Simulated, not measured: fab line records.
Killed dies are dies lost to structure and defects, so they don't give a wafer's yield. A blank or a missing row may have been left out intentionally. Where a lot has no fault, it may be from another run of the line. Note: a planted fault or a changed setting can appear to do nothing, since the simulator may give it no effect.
What tool caused it? / flow gf180mcu / Sampling: 14 lots, 42 wafers, 5 of 602 route steps

== WHAT THE GAUGES SHOWED, per wafer ==
GF_NSD_CD_MEAS_07: the cd target is 400 nm. Usual: cd_nm 398.8 nm, standard deviation 2.
lot=L407; measured=day 13 18:12; on=cd_sem-02; cd_nm (nm)=395.6 395.3 396.2; flag=
lot=L408; measured=day 14 04:42; on=cd_sem-02; cd_nm (nm)=399.1 395.8 395.2; flag=
lot=L409; measured=day 14 08:48; on=cd_sem-02; cd_nm (nm)=396.1 396.9 395.8; flag=
lot=L410; measured=day 14 17:51; on=cd_sem-01; cd_nm (nm)=399.1 399.6 400.2; flag=
lot=L412; measured=day 15 10:37; on=cd_sem-01; cd_nm (nm)=401.6 400.6 403.5; flag=
lot=L413; measured=day 15 22:05; on=cd_sem-01; cd_nm (nm)=399.1 399.8 399.5; flag=
lot=L414; measured=day 16 05:21; on=cd_sem-02; cd_nm (nm)=400.9 402.1 401.9; flag=
lot=L417; measured=day 17 10:09; on=cd_sem-01; cd_nm (nm)=393.8 394.7 394.9; flag=
lot=L418; measured=day 17 13:06; on=cd_sem-02; cd_nm (nm)=397.1 398.7 397.2; flag=
lot=L423; measured=day 19 13:16; on=cd_sem-01; cd_nm (nm)=399.0 397.2 399.5; flag=
lot=L425; measured=day 19 21:24; on=cd_sem-02; cd_nm (nm)=402.8 398.2 399.8; flag=
lot=L426; measured=day 20 03:19; on=cd_sem-02; cd_nm (nm)=400.1 400.0 400.1; flag=
lot=L427; measured=day 20 18:28; on=cd_sem-01; cd_nm (nm)=399.2 399.1 399.2; flag=
lot=L428; measured=day 21 00:41; on=cd_sem-02; cd_nm (nm)=400.6 398.2 398.1; flag=

GF_SAB_THK_MEAS_01. Usual: SAB_CVD_00_THK typically reads 50.3 nm, with standard deviation 0.68.
lot=L407; measured=day 14 16:13; on=film_metro-04; SAB_CVD_00_THK (nm)=50.3 50.2 51.0; flag=
lot=L408; measured=day 15 02:55; on=film_metro-02; SAB_CVD_00_THK (nm)=49.9 49.9 51.5; flag=
lot=L409; measured=day 15 07:07; on=film_metro-03; SAB_CVD_00_THK (nm)=49.5 49.7 50.4; flag=
lot=L410; measured=day 15 16:46; on=film_metro-02; SAB_CVD_00_THK (nm)=49.8 51.3 51.4; flag=
lot=L412; measured=day 16 09:35; on=film_metro-03; SAB_CVD_00_THK (nm)=49.1 49.3 50.3; flag=
lot=L413; measured=day 16 21:37; on=film_metro-02; SAB_CVD_00_THK (nm)=101.2 102.4 101.4; flag=OFF
lot=L414; measured=day 17 05:26; on=film_metro-03; SAB_CVD_00_THK (nm)=100.1 102.5 102.4; flag=OFF
lot=L417; measured=day 18 10:31; on=film_metro-03; SAB_CVD_00_THK (nm)=50.4 49.4 49.8; flag=
lot=L418; measured=day 18 13:52; on=film_metro-03; SAB_CVD_00_THK (nm)=50.7 50.4 50.7; flag=
lot=L423; measured=day 20 14:49; on=film_metro-03; SAB_CVD_00_THK (nm)=49.8 50.3 50.0; flag=
lot=L425; measured=day 20 22:25; on=film_metro-03; SAB_CVD_00_THK (nm)=50.8 49.3 51.3; flag=
lot=L426; measured=day 21 04:10; on=film_metro-04; SAB_CVD_00_THK (nm)=50.2 50.3 51.4; flag=
lot=L427; measured=day 21 19:38; on=film_metro-02; SAB_CVD_00_THK (nm)=50.1 50.1 50.4; flag=
lot=L428; measured=day 22 01:38; on=film_metro-04; SAB_CVD_00_THK (nm)=49.5 51.1 50.5; flag=

GF_SALICIDE_RS_MEAS_04: the measuring method here is four-point-probe. Usual: SALICIDE_TIN_RS typically reads 16.2 ohm/sq, with standard deviation 0.3.
lot=L407; measured=day 15 13:19; on=film_metro-03; SALICIDE_TIN_RS (ohm/sq)=16.7 16.4 16.3; flag=
lot=L408; measured=day 16 01:12; on=film_metro-03; SALICIDE_TIN_RS (ohm/sq)=16.5 16.6 16.5; flag=
lot=L409; measured=day 16 04:34; on=film_metro-01; SALICIDE_TIN_RS (ohm/sq)=16.2 16.7 16.6; flag=
lot=L410; measured=day 16 14:51; on=film_metro-01; SALICIDE_TIN_RS (ohm/sq)=16.4 15.8 16.1; flag=
lot=L412; measured=day 17 09:26; on=film_metro-01; SALICIDE_TIN_RS (ohm/sq)=16.8 16.6 16.4; flag=
lot=L413; measured=day 17 21:11; on=film_metro-03; SALICIDE_TIN_RS (ohm/sq)=16.0 15.9 16.2; flag=
lot=L414; measured=day 18 04:54; on=film_metro-01; SALICIDE_TIN_RS (ohm/sq)=16.0 16.1 16.6; flag=
lot=L417; measured=day 19 11:17; on=film_metro-03; SALICIDE_TIN_RS (ohm/sq)=15.8 15.8 15.9; flag=
lot=L418; measured=day 19 14:42; on=film_metro-01; SALICIDE_TIN_RS (ohm/sq)=16.3 16.1 16.3; flag=
lot=L423; measured=day 21 14:53; on=film_metro-01; SALICIDE_TIN_RS (ohm/sq)=16.4 16.4 16.8; flag=
lot=L425; measured=day 21 22:00; on=film_metro-01; SALICIDE_TIN_RS (ohm/sq)=15.9 15.8 16.0; flag=
lot=L426; measured=day 22 03:07; on=film_metro-01; SALICIDE_TIN_RS (ohm/sq)=16.1 16.1 15.8; flag=
lot=L427; measured=day 22 19:25; on=film_metro-01; SALICIDE_TIN_RS (ohm/sq)=16.0 15.8 15.8; flag=
lot=L428; measured=day 23 00:35; on=film_metro-02; SALICIDE_TIN_RS (ohm/sq)=16.4 16.2 16.4; flag=

== TOOL THAT RAN EACH LOT (tool first, then ch and the chambers of the sampled wafers, then the start) ==
lot=L407; GF_SAB_CVD_00=pecvd-03 ch 0,1, day 14 16:11; GF_SALICIDE_SPUTTER_02=pvd_sputter-04, day 15 13:15
lot=L408; GF_SAB_CVD_00=pecvd-02 ch 0,1,2, day 15 02:54; GF_SALICIDE_SPUTTER_02=pvd_sputter-04, day 16 01:08
lot=L409; GF_SAB_CVD_00=pecvd-03 ch 0,1,2, day 15 07:05; GF_SALICIDE_SPUTTER_02=pvd_sputter-03, day 16 04:30
lot=L410; GF_SAB_CVD_00=pecvd-04 ch 0,1, day 15 16:45; GF_SALICIDE_SPUTTER_02=pvd_sputter-04, day 16 14:47
lot=L412; GF_SAB_CVD_00=pecvd-03 ch 0,1,2, day 16 09:33; GF_SALICIDE_SPUTTER_02=pvd_sputter-03, day 17 09:22
lot=L413; GF_SAB_CVD_00=pecvd-03 ch 0,1, day 16 21:23; GF_SALICIDE_SPUTTER_02=pvd_sputter-01, day 17 21:06
lot=L414; GF_SAB_CVD_00=pecvd-02 ch 0,1,2, day 17 05:14; GF_SALICIDE_SPUTTER_02=pvd_sputter-01, day 18 04:51
lot=L417; GF_SAB_CVD_00=pecvd-03 ch 0,2, day 18 10:29; GF_SALICIDE_SPUTTER_02=pvd_sputter-04, day 19 11:14
lot=L418; GF_SAB_CVD_00=pecvd-03 ch 0,1, day 18 13:51; GF_SALICIDE_SPUTTER_02=pvd_sputter-01, day 19 14:39
lot=L423; GF_SAB_CVD_00=pecvd-02 ch 1,2, day 20 14:47; GF_SALICIDE_SPUTTER_02=pvd_sputter-01, day 21 14:49
lot=L425; GF_SAB_CVD_00=pecvd-04 ch 1,2, day 20 22:23; GF_SALICIDE_SPUTTER_02=pvd_sputter-04, day 21 21:56
lot=L426; GF_SAB_CVD_00=pecvd-04 ch 1,2, day 21 04:08; GF_SALICIDE_SPUTTER_02=pvd_sputter-04, day 22 03:02
lot=L427; GF_SAB_CVD_00=pecvd-04 ch 0,1,2, day 21 19:37; GF_SALICIDE_SPUTTER_02=pvd_sputter-03, day 22 19:21
lot=L428; GF_SAB_CVD_00=pecvd-03 ch 0,1, day 22 01:35; GF_SALICIDE_SPUTTER_02=pvd_sputter-01, day 23 00:29
- GF_SAB_CVD_00: deposits SiO2 from TEOS, target thk 50 nm, time 4.9302 s.
- GF_SALICIDE_SPUTTER_02: material Co, target thk 10 nm, time 20 s.

== AS READ BY THE TOOLS THEMSELVES (means over the sampled wafers that have a number; for cases with no such wafer, the mark the record gives instead) ==
GF_SAB_CVD_00. Usual: heater_power_w 668 W, standard deviation 67.
lot=L407; tool=pecvd-03; heater_power_w (W)=616; flag=
lot=L408; tool=pecvd-02; heater_power_w (W)=766; flag=
lot=L409; tool=pecvd-03; heater_power_w (W)=627; flag=
lot=L410; tool=pecvd-04; heater_power_w (W)=615; flag=
lot=L412; tool=pecvd-03; heater_power_w (W)=649; flag=
lot=L413; tool=pecvd-03; heater_power_w (W)=666; flag=
lot=L414; tool=pecvd-02; heater_power_w (W)=756; flag=
lot=L417; tool=pecvd-03; heater_power_w (W)=642; flag=
lot=L418; tool=pecvd-03; heater_power_w (W)=634; flag=
lot=L423; tool=pecvd-02; heater_power_w (W)=787; flag=
lot=L425; tool=pecvd-04; heater_power_w (W)=616; flag=
lot=L426; tool=pecvd-04; heater_power_w (W)=646; flag=
lot=L427; tool=pecvd-04; heater_power_w (W)=635; flag=
lot=L428; tool=pecvd-03; heater_power_w (W)=660; flag=

GF_SALICIDE_SPUTTER_02. Usual: throttle_valve_pct 29.6 %, standard deviation 1.
lot=L407; tool=pvd_sputter-04; throttle_valve_pct (%)=29.8; flag=
lot=L408; tool=pvd_sputter-04; throttle_valve_pct (%)=29.8; flag=
lot=L409; tool=pvd_sputter-03; throttle_valve_pct (%)=30.6; flag=
lot=L410; tool=pvd_sputter-04; throttle_valve_pct (%)=30.1; flag=
lot=L412; tool=pvd_sputter-03; throttle_valve_pct (%)=30.3; flag=
lot=L413; tool=pvd_sputter-01; throttle_valve_pct (%)=29.1; flag=
lot=L414; tool=pvd_sputter-01; throttle_valve_pct (%)=29.4; flag=
lot=L417; tool=pvd_sputter-04; throttle_valve_pct (%)=28.9; flag=
lot=L418; tool=pvd_sputter-01; throttle_valve_pct (%)=29.3; flag=
lot=L423; tool=pvd_sputter-01; throttle_valve_pct (%)=29.1; flag=
lot=L425; tool=pvd_sputter-04; throttle_valve_pct (%)=28.4; flag=
lot=L426; tool=pvd_sputter-04; throttle_valve_pct (%)=28.9; flag=
lot=L427; tool=pvd_sputter-03; throttle_valve_pct (%)=30.1; flag=
lot=L428; tool=pvd_sputter-01; throttle_valve_pct (%)=29.9; flag=

== THE ANSWER, worked out from the rows above alone ==
Rule: lot off if the mean of its wafers having a number is beyond 3 standard deviations from the usual mean. Also off: a lot with no number at a reading for which 4 or more lots have one. The other lots that the step has rows for count as sound. Order of review: gauges by route order, followed by the tools' own readings, for which a lot's mean as printed above is used. The first step at which some lot is off is used, and at that step the reading that is off furthest; a lot without a number counts as furthest.
Off: L413, L414, at GF_SAB_THK_MEAS_01 (SAB_CVD_00_THK).
If a tool, at a process step before that reading, ran all the lots that are off and no sound lot after the first of them, it fits. Gauges at GF_SAB_THK_MEAS_01: tried the same way as those tools. Of those tried, none fits.

== WHAT WAS PUT IN BY THE SIMULATOR ==
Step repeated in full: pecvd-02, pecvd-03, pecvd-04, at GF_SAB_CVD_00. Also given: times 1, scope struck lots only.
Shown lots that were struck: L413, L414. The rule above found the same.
